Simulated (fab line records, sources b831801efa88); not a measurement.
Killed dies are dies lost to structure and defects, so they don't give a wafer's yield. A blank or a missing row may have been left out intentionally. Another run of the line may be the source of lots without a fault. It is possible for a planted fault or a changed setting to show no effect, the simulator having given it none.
Problem report in the 8D (eight disciplines) form, filled by code	flow gf180mcu	the parts of the form that need people (team, actions taken, sign-off) are left out

== 1. THE PROBLEM ==
Mean of beamEnergyKeV at GF_DNWELL_IMPLANT_07: 1332.9 across 6 wafers in 2 lots; on wafers with no fault it is 1500.1 (standard deviation 0.47). So: -99 or more standard deviations from the usual mean.
The first sign was on wafer L605.1 at day 4 06:31, on implanter-02. Wafers with a number at this step in the record: 18, from 6 lots. By rule, "out" or "out of limits" means more than 4 standard deviations away from the usual mean. All remaining wafers that have a number are taken as sound.

== 2. WHAT IT IS AND WHAT IT IS NOT ==
question	is	is not
which readings at this step	beamEnergyKeV	-
which lots	L605, L608	L604, L615, L618, L619
which wafers of those lots	all that have a number	-
read on which tools	implanter-02	implanter-01, implanter-03
when	from day 4 06:31	up to then (3 sound wafers); but 9 sound wafers of L615, L618, L619 came after

== 3. SUSPECTS, AND WHAT RULES EACH OUT ==
Counting: a tool at a process step up to the reading stays a suspect if it ran every lot that is out and no sound lot after the first of them.
- implanter-02 at GF_DNWELL_IMPLANT_07: kept. It processed each lot that is out, first L605 at day 4 06:31, and no sound lot thereafter; up to then, the last sound lot it processed was L604 at day 4 01:35. On those wafers its own readings are out: beamEnergyKeV.
The count leaves implanter-02 at GF_DNWELL_IMPLANT_07.

== 4. THE CAUSE (what the simulator had put in) ==
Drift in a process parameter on implanter-02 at GF_DNWELL_IMPLANT_07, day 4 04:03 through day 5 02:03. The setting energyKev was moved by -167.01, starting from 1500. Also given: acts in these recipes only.
The count eliminated every tool but this one.

== 5. SEQUENCE OF EFFECTS, ordered by route ==
Each row: a reading whose mean over the struck wafers that have a number lies more than 3 standard deviations from the usual. Readings are gone through only where the record gives a usual standard deviation; hours: the median, over the lots, of the time from a lot's start at the first step in this table giving one to that lot's start at this step; sigmas: the change measured in usual standard deviations.
hours	step	reading	usual	on struck wafers	change	sigmas
0	GF_DNWELL_IMPLANT_07	beamEnergyKeV	1500.1	1332.9	-167.2	-99 or more
Here are the process steps it includes:
- GF_DNWELL_IMPLANT_07

== 6. WHAT WOULD HAVE CAUGHT IT SOONER ==
In this record the first reading out of limits was taken at day 4 06:31, 2 hours after the fault began at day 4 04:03.
